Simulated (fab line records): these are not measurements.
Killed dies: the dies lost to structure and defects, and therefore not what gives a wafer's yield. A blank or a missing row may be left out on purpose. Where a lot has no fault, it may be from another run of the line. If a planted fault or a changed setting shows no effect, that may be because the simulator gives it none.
Matching of chambers -- flow gf180mcu -- cmp-02 running GF_V1_CMP_26: 4 sister chambers
The step polishes, stops on SiO2, t overpolish 15 s, target thk 0 nm. 14 wafers are shown with their chamber, then 7 later ones without.

WAFERS, EACH WITH ITS CHAMBER
wafer,chamber,motor-current-A (A),overpolish-run-s (s),time-to-endpoint-s (s)
L075.2,0,12.1,14.999,88
L075.4,1,10.9,14.998,82
L075.5,0,11.2,14.999,89
L080.1,1,10.1,14.999,81
L080.3,0,12.1,15.004,95
L080.5,1,10.4,14.992,83
L081.1,1,10.3,14.999,81
L081.2,0,11.7,15.001,92
L081.4,2,9.8,15.016,82
L082.1,3,12.6,14.990,91
L082.4,0,11.5,15.014,87
L082.5,2,9.9,15.015,84
L095.1,3,12.5,15.001,93
L095.2,1,10.7,14.996,89

SIGNATURES (means of the wafers above)
reading,chamber 0,chamber 1,chamber 2,chamber 3,scatter within a chamber
motor-current-A,11.720,10.480,9.850,12.550,0.32
overpolish-run-s,15.00340,14.99680,15.01550,14.99550,0.00503
time-to-endpoint-s,90.20,83.20,83.00,92.00,3.03
Rule: a wafer lies at a distance from a chamber equal to the root of the sum of squares, over the readings, of (its reading less the chamber's mean, divided by the reading's scatter). If the next closest chamber is less than 2 further off than the closest, the wafer can't be placed; otherwise it belongs to the closest. The scatter: the root of (the sum of the squares of (reading less its chamber's mean) over the shown wafers, divided by (wafers less chambers)).

WAFERS MISSING THEIR CHAMBER
wafer,motor-current-A (A),overpolish-run-s (s),time-to-endpoint-s (s)
L095.6,11.6,15.003,98
L096.1,10.0,14.994,86
L096.2,10.8,15.009,82
L096.4,12.3,15.005,88
L097.1,12.8,14.997,88
L097.3,11.6,15.002,93
L097.6,11.0,14.991,85

WHICH CHAMBER EACH WENT THROUGH
wafer,from the rows above,in truth
L095.6,can't be placed: 0 or 3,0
L096.1,1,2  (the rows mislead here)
L096.2,can't be placed: 1 or 2 or 0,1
L096.4,can't be placed: 0 or 3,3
L097.1,3,3
L097.3,0,0
L097.6,can't be placed: 1 or 0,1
2 of 7 placed correctly. From these rows, 4 cannot be placed; in 4 the true chamber is one of the candidates. 1 placed wrongly.
